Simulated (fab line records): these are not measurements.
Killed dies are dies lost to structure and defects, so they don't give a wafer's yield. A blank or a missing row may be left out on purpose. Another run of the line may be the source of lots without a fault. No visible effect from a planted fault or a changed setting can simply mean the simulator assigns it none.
fab line records | flow sky130
record: lots: 10 wafers: 30 lastDay: 50
route steps=708 shown FIELD_ISO@15 NWELL@33
lots that met no fault: from a run of the same line without faults
startH: start of the lot's first displayed wafer, in hours after the record's first day | waitH: how many hours have passed since the lot's step before this one | " unchanged from the row above | L1.1+2: a row that stands for several wafers | - either no value or no given start | * or withheld: withheld | < > ~ a bound
route shown NAME@n: NAME is a module with steps in the file, n the number in the route of the first one | usual: average and standard deviation across the fault-free wafers | same: alike in all rows | chamber/n: place in a boat | sites: per-site readings | _std_site: how widely they spread, as a standard deviation | _edge_site: inner sites' mean taken away from outer sites' mean | radiusMm: how far each site lies from the wafer's centre | mask NAME#n: copy n | behind: the tool/chamber that last shaped the wafer | hold: why the lot was held/for how many hours/how that ended | device: the n, p or np transistor that did not switch | end of line: the route-end tests of the same wafers | step lacking rows: just its recipe | killed: dies that structure and defects cost at the first sort, which is not the same as the wafer's yield | map: a wafer's dies, marking killed ones x, the rest . and places with no die _
set.NAME: the setting as run; set.NAME@STEP: as run at that earlier step | model.NAME: the simulator's own value behind a step, which no gauge read
steps of the route over a sample of lots; a table a step, a row a wafer
services: the hour from which a tool's chamber was out of use, counted from the record's first day as startH (under 0 if before that day), plus the number of hours and why
== steps ==
step: SKY_FIELD_ISO_ETCH_14
recipe: chemistry: N2/H2 target: BARC ionEnergyEv: 200 sourceW: 500 biasW: 100 pressureMtorr: 30 n2FlowSccm: 100 h2FlowSccm: 200 stopOn: SiO2 timeS: 45.9 targetDepthA: 600
usual: drypumpMotorCurrentA: 5.9/0.36 oesProductAu: 0.855/0.0047 throttleValvePct: 13.224/0.0095
columns lot.wafer tool chamber startH waitH drypumpMotorCurrentA oesProductAu rfHoursCounterH throttleValvePct
L938.1 rieDiel-03 1 34.56 0.1 6.0 0.859 156 13.211
L938.3 " 2 " " 6.0 0.852 37 13.232
L938.5 " 1 " " 6.0 0.857 - 13.217
L939.3 rieDiel-04 2 38.49 0.1 5.6 0.859 81 13.202
L939.4 " 0 " " 5.9 0.856 121 13.231
L939.6 " 0 " " 5.9 0.855 - 13.207
L942.3 rieDiel-04 3 58.11 0.1 5.1 0.857 24 13.223
L942.4 " 0 " " 5.9 0.861 122 13.237
L942.5 " 1 " " 5.9 0.850 - 13.233
L943.3 rieDiel-02 0 62.26 0.1 6.5 0.864 12 13.246
L943.5 " 0 " " 6.5 0.852 - 13.208
L943.6 " 1 " " 5.4 0.856 - 13.220
L944.2 rieDiel-02 0 67.74 0.1 6.5 0.860 12 13.230
L944.5 " 1 " " 5.4 0.859 - 13.224
L944.6 " 0 " " 6.5 0.854 - 13.227
L945.2 rieDiel-02 2 72.09 0.1 5.8 0.852 155 13.220
L945.4 " 1 " " 5.4 0.854 149 13.218
L945.6 " 0 " " 6.5 0.856 - 13.223
L946.1 rieDiel-04 3 75.81 0.1 5.1 0.848 24 13.224
L946.4 " 1 " " 5.9 0.852 5 13.215
L946.6 " 3 " " 5.1 0.858 - 13.206
L951.1 rieDiel-03 0 102.34 0.1 6.2 0.858 62 13.214
L951.2 " 3 " " 6.1 0.845 2 13.212
L951.3 " 2 " " 6.0 0.850 38 13.222
L956.1 rieDiel-03 3 128.09 0.1 6.1 0.853 2 13.205
L956.2 " 0 " " 6.3 0.854 62 13.238
L956.6 " 2 " " 6.0 0.846 - 13.215
L959.3 rieDiel-03 3 143.06 0.1 6.1 0.857 3 13.232
L959.4 " 3 " " 6.1 0.864 - 13.215
L959.6 " 2 " " 6.1 0.852 - 13.232
step: SKY_FIELD_ISO_ETCH_15
recipe: chemistry: CHF3/O2 targetDepthNm: 180 stopOn: Si sourceW: 600 biasW: 200 pressureMtorr: 40 chf3FlowSccm: 50 O2_flow_sccm: 5 timeS: 72
usual: O2_flow_sccm: 5.001/0.015 drypumpMotorCurrentA: 5.9/0.36 oesProductAu: 0.944/0.0067 throttleValvePct: 8.845/0.0097
columns lot.wafer tool chamber startH waitH O2_flow_sccm drypumpMotorCurrentA oesProductAu rfHoursCounterH throttleValvePct
L938.1 rieDiel-03 1 34.60 0.0 4.970 6.0 0.939 156 8.852
L938.3 " 2 " " 5.006 6.0 0.953 37 8.848
L938.5 " 1 " " 4.974 6.0 0.947 - 8.838
L939.3 rieDiel-04 2 38.54 0.0 4.976 5.6 0.928 82 8.853
L939.4 " 0 " " 5.005 5.9 0.946 121 8.852
L939.6 " 0 " " 4.999 5.9 0.936 - 8.832
L942.3 rieDiel-04 3 58.15 0.0 5.016 5.0 0.945 24 8.846
L942.4 " 0 " " 4.986 5.9 0.944 122 8.842
L942.5 " 1 " " 4.990 5.9 0.955 - 8.852
L943.3 rieDiel-02 0 62.30 0.0 4.984 6.5 0.956 12 8.848
L943.5 " 0 " " 5.012 6.5 0.947 - 8.847
L943.6 " 1 " " 5.017 5.4 0.957 - 8.839
L944.2 rieDiel-02 0 67.79 0.0 4.990 6.5 0.952 12 8.860
L944.5 " 1 " " 4.993 5.4 0.944 - 8.855
L944.6 " 0 " " 5.017 6.5 0.943 - 8.827
L945.2 rieDiel-02 2 72.14 0.0 5.017 5.8 0.941 155 8.856
L945.4 " 1 " " 5.013 5.4 0.952 149 8.842
L945.6 " 0 " " 5.004 6.5 0.947 - 8.846
L946.1 rieDiel-04 3 75.85 0.0 4.987 5.0 0.944 24 8.833
L946.4 " 1 " " 5.005 5.9 0.941 5 8.844
L946.6 " 3 " " 4.978 5.0 0.943 - 8.830
L951.1 rieDiel-03 0 102.39 0.0 5.024 6.3 0.933 62 8.834
L951.2 " 3 " " 4.971 6.1 0.947 2 8.836
L951.3 " 2 " " 5.011 6.0 0.933 38 8.857
L956.1 rieDiel-03 3 128.14 0.0 5.012 6.1 0.934 3 8.842
L956.2 " 0 " " 5.007 6.2 0.947 62 8.844
L956.6 " 2 " " 4.977 6.0 0.951 - 8.837
L959.3 rieDiel-03 3 143.10 0.0 4.966 6.1 0.938 3 8.851
L959.4 " 3 " " 4.985 6.1 0.944 - 8.831
L959.6 " 2 " " 5.014 6.0 0.947 - 8.846
step: SKY_NWELL_OXIDATION_01
recipe: tempC: 900 ambient: O2 stabiliseS: 600 purgeS: 300 targetThkA: 100 oxTimeS: 1418
usual: spikeTcBottomC: 915.9/2.9 spikeTcCentreC: 901.4/1.1 spikeTcLowerC: 899.0/0.98 spikeTcTopC: 912.4/2.1 spikeTcUpperC: 900.2/0.99 tubeCenterTempC: 899.98/0.076 tube_center_temp_C_max: 902.3/0.38 zonePowerBottomPct: 27.0/1.1 zonePowerCentrePct: 18.5/0.35 zonePowerLowerPct: 16.4/0.66
columns lot.wafer tool chamber startH waitH spikeTcBottomC spikeTcCentreC spikeTcLowerC spikeTcTopC spikeTcUpperC tubeCenterTempC tube_center_temp_C_max zonePowerBottomPct zonePowerCentrePct zonePowerLowerPct
L938.1 furnace-02 0 48.14 2.9 918.5 901.8 899.4 915.2 899.4 900.02 902.2 26.6 17.9 15.6
L938.3 " 0 " " 919.1 901.4 899.4 915.5 900.1 899.99 902.1 25.9 18.4 15.7
L938.5 " 0 " " 916.7 899.8 897.9 913.8 898.5 899.93 901.6 26.4 18.0 15.9
L939.3 furnace-01 0 50.57 1.9 911.5 900.7 898.8 911.2 898.7 899.95 902.4 29.0 18.8 17.2
L939.4 " 0 " " 914.0 901.3 899.5 908.1 899.4 899.99 902.2 28.4 19.1 17.2
L939.6 " 0 " " 912.3 901.1 900.9 909.9 899.9 900 902.0 28.5 18.9 17.4
L942.3 furnace-02 0 62.93 0.5 918.0 899.6 899.2 916.1 900.5 900.02 902.0 26.3 18.2 16.0
L942.4 " 0 " " 916.4 899.5 901.7 913.6 902.4 899.84 901.8 26.0 18.2 16.0
L942.5 " 0 " " 920.2 902.0 898.5 915.5 901.1 900.02 902.9 26.4 18.3 15.8
L943.3 furnace-01 0 69.47 0.6 915.4 900.9 898.0 909.8 899.5 899.99 902.3 28.8 19.3 17.2
L943.5 " 0 " " 912.9 902.7 899.7 909.0 899.1 899.97 901.9 28.3 18.8 17.5
L943.6 " 0 " " 913.8 901.5 900.7 910.3 899.4 899.96 902.0 28.5 18.8 17.0
L944.2 furnace-01 0 73.72 1.0 912.3 902.5 899.1 909.6 899.1 899.95 901.9 28.4 18.9 17.4
L944.5 " 0 " " 913.9 902.6 898.4 909.6 900.2 900.1 901.8 28.5 18.7 17.4
L944.6 " 0 " " 912.9 902.9 899.0 911.0 901.3 900.04 902.6 28.5 19.2 17.3
L945.2 furnace-01 0 77.54 0.5 959.2 951.5 946.3 958.0 947.8 948.05 950.2 32.5 21.4 19.7
L945.4 " 0 " " 958.5 951.6 947.1 958.7 947.9 948.1 950.4 31.8 21.3 19.7
L945.6 " 0 " " 960.9 947.7 948.2 958.6 947.5 948.12 950.5 32.0 21.3 19.1
L946.1 furnace-01 0 81.30 1.1 959.8 949.9 948.4 957.0 948.3 948.01 950.3 32.6 21.6 19.2
L946.4 " 0 " " 959.5 950.8 947.6 958.2 946.9 948.04 950.0 32.5 21.1 19.0
L946.6 " 0 " " 960.4 950.6 948.7 958.8 948.7 948.16 950.7 31.7 21.3 19.6
L951.1 furnace-02 0 108.54 1.5 919.2 902.5 898.0 913.4 900.7 899.81 902.1 26.1 18.5 15.8
L951.2 " 0 " " 917.9 901.4 899.7 912.8 899.5 899.96 902.3 26.2 18.7 15.9
L951.3 " 0 " " 917.5 900.0 898.3 912.3 900.2 899.96 902.2 26.0 18.4 15.9
L956.1 furnace-02 0 132.56 0.0 917.5 901.6 898.9 913.5 899.7 899.9 902.0 26.2 18.7 15.9
L956.2 " 0 " " 918.7 902.2 899.7 912.4 900.4 899.74 901.9 26.4 18.3 16.0
L956.6 " 0 " " 917.5 901.3 900.6 914.3 898.4 899.97 902.6 26.1 18.4 15.6
L959.3 furnace-02 0 150.98 0.6 918.1 900.5 897.9 916.2 900.7 900.07 903.5 26.6 18.4 16.0
L959.4 " 0 " " 917.5 900.9 897.0 913.9 900.6 900.05 901.9 26.3 18.5 15.8
L959.6 " 0 " " 917.5 902.4 898.6 915.0 899.5 900.1 901.9 26.0 18.2 16.1
step: SKY_NWELL_THK_MEAS_02
recipe: reads: SiO2_of_NWELL_OXIDATION_01
usual: NWELL_OXIDATION_THK: 9.85/0.18
columns lot.wafer tool chamber startH waitH NWELL_OXIDATION_THK[nm]
L938.1 filmMetro-02 - 49.54 0.0 9.61
L938.3 " - " " 9.51
L938.5 " - " " 9.43
L939.3 filmMetro-04 - 51.98 0.0 9.88
L939.4 " - " " 9.86
L939.6 " - " " 9.72
L942.3 filmMetro-02 - 64.34 0.0 9.58
L942.4 " - " " 9.28
L942.5 " - " " 9.60
L943.3 filmMetro-04 - 70.88 0.0 9.83
L943.5 " - " " 9.85
L943.6 " - " " 9.82
L944.2 filmMetro-04 - 75.12 0.0 9.91
L944.5 " - " " 9.71
L944.6 " - " " 9.83
L945.2 filmMetro-02 - 78.94 0.0 16.89
L945.4 " - " " 16.93
L945.6 " - " " 16.93
L946.1 filmMetro-04 - 82.70 0.0 16.66
L946.4 " - " " 16.56
L946.6 " - " " 16.56
L951.1 filmMetro-03 - 109.93 0.0 9.82
L951.2 " - " " 9.80
L951.3 " - " " 9.92
L956.1 filmMetro-03 - 133.95 0.0 9.75
L956.2 " - " " 9.86
L956.6 " - " " 9.70
L959.3 filmMetro-03 - 152.39 0.0 9.98
L959.4 " - " " 10.13
L959.6 " - " " 9.93
step: SKY_NWELL_STRIP_14
recipe: chemistry: O2/N2 powerW: 1400 pressureMtorr: 1500 platenTempC: withheld o2FlowSccm: 3000 n2FlowSccm: 300 overashFraction: 0.5
usual: drypumpMotorCurrentA: 5.92/0.29 oesProductAu: 0.723/0.0048 stripTimeToEndpointS: 36.92/0.1
columns lot.wafer tool chamber startH waitH drypumpMotorCurrentA oesProductAu rfHoursCounterH stripTimeToEndpointS
L938.1 plasmaAsher-01 1 99.53 0.1 6.02 0.730 40 36.87
L938.3 " 0 " " 5.45 0.726 - 36.89
L938.5 " 1 " " 6.01 0.727 - 36.93
L939.3 plasmaAsher-03 1 102.71 0.1 6.20 0.718 - 36.97
L939.4 " 0 " " 5.99 0.723 - 37.04
L939.6 " 1 " " 6.21 0.714 - 36.94
L942.3 plasmaAsher-01 0 117.59 0.1 5.42 0.713 - 37.10
L942.4 " 1 " " 6.03 0.716 - 37.19
L942.5 " 1 " " 6.01 0.726 - 37.14
L943.3 plasmaAsher-01 0 124.86 0.1 5.38 0.722 - 36.80
L943.5 " 0 " " 5.39 0.725 - 36.85
L943.6 " 1 " " 6.00 0.729 - 36.96
L944.2 plasmaAsher-03 0 129.63 0.1 6.00 0.712 32 37.07
L944.5 " 1 " " 6.19 0.722 - 37.07
L944.6 " 0 " " 6.01 0.727 - 36.89
L945.2 plasmaAsher-03 1 133.48 0.1 6.21 0.727 32 36.96
L945.4 " 0 " " 5.96 0.723 - 36.96
L945.6 " 0 " " 5.95 0.724 - 36.92
L946.1 plasmaAsher-02 1 137.28 0.1 5.33 0.735 48 36.85
L946.4 " 1 " " 5.32 0.726 - 36.89
L946.6 " 1 " " 5.31 0.719 - 36.90
L951.1 plasmaAsher-03 0 168.58 0.1 5.94 0.720 36 37.11
L951.2 " 1 " " 6.21 0.721 36 37.16
L951.3 " 1 " " 6.21 0.724 - 37.19
L956.1 plasmaAsher-03 0 198.36 0.1 5.96 0.729 38 36.96
L956.2 " 1 " " 6.20 0.724 38 36.88
L956.6 " 0 " " 5.97 0.718 - 36.90
L959.3 plasmaAsher-01 1 214.26 0.1 6.00 0.717 - 36.83
L959.4 " 0 " " 5.44 0.727 - 36.88
L959.6 " 0 " " 5.44 0.730 - 36.97
== services ==
columns tool chamber startH hours kind
furnace-01 - 37.02 3.6 pm
rieDiel-04 0 67.11 6.0 repair
furnace-01 - 87.96 3.0 pm
rieDiel-03 - 88.74 2.8 pm
rieDiel-02 3 91.34 9.8 repair
rieDiel-02 1 110.50 3.5 repair
rieDiel-03 1 129.35 - clean
rieDiel-03 1 129.35 15.8 scheduledDown
rieDiel-03 1 129.35 15.8 ventCycle
rieDiel-02 1 138.38 45.2 repair
rieDiel-02 3 169.51 3.0 repair
furnace-02 - 180.46 24.7 repair
rieDiel-02 2 183.55 - clean
rieDiel-02 2 183.55 19.6 scheduledDown
rieDiel-02 2 183.55 19.6 ventCycle
rieDiel-03 2 201.15 2.8 repair
rieDiel-03 3 202.52 9.1 repair
rieDiel-02 1 203.10 - clean
rieDiel-02 1 203.10 15.0 scheduledDown
rieDiel-02 1 203.10 15.0 ventCycle
rieDiel-02 0 204.44 6.6 repair
furnace-02 - 205.15 4.2 pm
== key ==
firstSign: step: SKY_NWELL_OXIDATION_01 reading: tubeCenterTempC direction: up sigmas: 99+ usual: * struck: *
effect: step: SKY_NWELL_OXIDATION_01 reading: tube_center_temp_C_max direction: up sigmas: 99+ usual: * struck: *
effect: step: SKY_NWELL_THK_MEAS_02 reading: NWELL_OXIDATION_THK direction: up sigmas: 38 usual: 9.85 struck: 16.75
metAt SKY_NWELL_OXIDATION_01
struckLots L945,L946
testerLeftOut L945,L946
notActingAt SKY_FIELD_ISO_ETCH_14,SKY_FIELD_ISO_ETCH_15,SKY_NWELL_STRIP_14
onsetBetween 73.72 77.54
fault: kind: processParameterDrift tool: furnace-01 chamber: - onsetH: 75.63 steps: SKY_NWELL_OXIDATION_01 channel: tempC offset: * shape: step endH: 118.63 actsIn: * stated: *
testerLeftOut: of these lots the tester's yield and bins aren't shown, on N5 and GAA mostly nor the transistor test; their killed dies are dies lost to structure and defects alone, not to doping, threshold or leakage, so they don't give the yield
